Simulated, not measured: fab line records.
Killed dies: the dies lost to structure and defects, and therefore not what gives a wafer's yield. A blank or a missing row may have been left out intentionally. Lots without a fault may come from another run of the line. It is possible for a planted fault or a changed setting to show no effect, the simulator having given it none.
2 desks looking at one fault -- flow sky130 -- every desk sees just its own numbers, and what lay behind them comes last

== FROM THE METROLOGY DESK ==
What the gauges read for every lot (on any tool): the sampled wafers with a number, averaged. Marked OUT: a lot whose mean sits more than 4 standard deviations from the usual mean, which makes it out of limits; the brackets give that distance.
Columns: A = cdNm at SKY_METAL2_CD_MEAS_15, usual 140.0 nm
lot,first seen here,A
L668,day 35 07:26,141.1
L667,day 35 10:09,138.5
L669,day 35 21:13,139.2
L671,day 37 08:37,141.0
L672,day 37 10:29,140.9
L677,day 38 10:10,140.8
L681,day 39 16:17,139.4
L682,day 39 20:28,141.1
L687,day 41 08:40,138.5
L686,day 41 10:13,139.7
L688,day 41 12:49,139.7
L689,day 41 18:10,140.8
L690,day 42 01:00,140.6
This desk's verdict: no lot among the 13 shows anything out of limits.

== FOR THE TOOL OWNER'S DESK: cmp-01 ==
The tool's own readings at SKY_CONTACT_CMP_27 (polishes, stops on SiO2, t overpolish 15 s, target thk 0 nm): means of the sampled wafers that have a number, for each lot that ran on this tool. Marked OUT: a lot whose mean sits more than 4 standard deviations from the usual mean, which makes it out of limits; the brackets give that distance.
Columns: A = motorCurrentA at SKY_CONTACT_CMP_27, usual 10.8 A; B = overpolishRunS at SKY_CONTACT_CMP_27, usual 15.000 s; C = timeToEndpointS at SKY_CONTACT_CMP_27, usual 81.6 s
lot,first seen here,A,B,C
L668,day 31 20:19,10.9,14.995,79.4
L667,day 31 21:49,11.0,14.988,81.8
L669,day 32 10:37,11.0,14.999,84.0
L672,day 33 23:49,10.3,13.934 (-99 or more) OUT,83.3
L677,day 35 00:54,10.6,12.859 (-99 or more) OUT,79.7
L686,day 38 04:23,10.5,14.994,81.7
L688,day 38 07:37,10.7,15.002,79.7
L689,day 38 12:38,11.0,14.998,82.0
L690,day 38 20:03,10.9,15.002,80.4
Finding of this desk: L672, L677 out of limits; the first was L672 at day 33 23:49, on overpolishRunS at SKY_CONTACT_CMP_27. L668, L667, L669, L686, L688, L689, L690: within limits.

== ALL TOGETHER ==
On L672, L677, at day 33 23:49, an alarm was possible from the tool owner's desk.
The metrology desk saw nothing out of limits.
The metrology desk holds a record of L672, L677, inside its limits.
On cmp-01, each named lot ran SKY_CONTACT_CMP_27.

== WHAT WAS PUT IN BY THE SIMULATOR ==
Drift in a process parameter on cmp-01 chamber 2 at SKY_CONTACT_CMP_27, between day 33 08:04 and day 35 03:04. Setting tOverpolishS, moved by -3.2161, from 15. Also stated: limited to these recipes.
Struck lots among those shown: L672, L677.
Time in hours from fault onset to the first out-of-limits reading at each desk: the tool owner's desk, 16.
